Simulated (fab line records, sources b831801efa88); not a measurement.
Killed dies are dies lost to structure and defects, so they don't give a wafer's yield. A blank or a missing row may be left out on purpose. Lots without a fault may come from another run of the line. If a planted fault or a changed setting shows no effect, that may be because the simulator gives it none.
Matching of chambers	flow sky130	pecvd-04 running SKY_PASSIVATION_CVD_02: 3 sister chambers
The step deposits Si3N4, target thk 540 nm. 3 wafers are shown with their chamber, then 7 later ones without.

EACH WAFER AND ITS CHAMBER
wafer	chamber	heater_power_w (W)
L209.4	2	794
L219.4	1	701
L220.5	0	740

WAFERS WITH NO CHAMBER GIVEN
wafer	heater_power_w (W)
L220.6	797
L222.2	737
L222.4	808
L222.5	650
L223.3	669
L223.5	858
L223.6	803

WHICH CHAMBER EACH WENT THROUGH
wafer	from the rows above	in truth
L220.6	can't be placed: 2 or 0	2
L222.2	can't be placed: 0 or 1 or 2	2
L222.4	can't be placed: 2 or 0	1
L222.5	can't be placed: 1 or 0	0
L223.3	can't be placed: 1 or 0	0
L223.5	can't be placed: 2 or 0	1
L223.6	can't be placed: 2 or 0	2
Correct placement for 0 of the 7. These rows do not allow placing 7 (true chamber among the candidates in 5). Wrongly placed: 0.
How it was worked out, from the rows above alone: a wafer's distance from a chamber is the root of the sum, over the readings, of the square of ((its reading less the chamber's mean) divided by the reading's scatter). The wafer belongs to the nearest chamber; if the next one is less than 2 further off, it can't be placed. For every chamber, the mean is computed from those of its wafers that are shown. The scatter: with one shown wafer a chamber, the root of the mean of the squares of how far each hidden wafer lies from its nearest shown one.
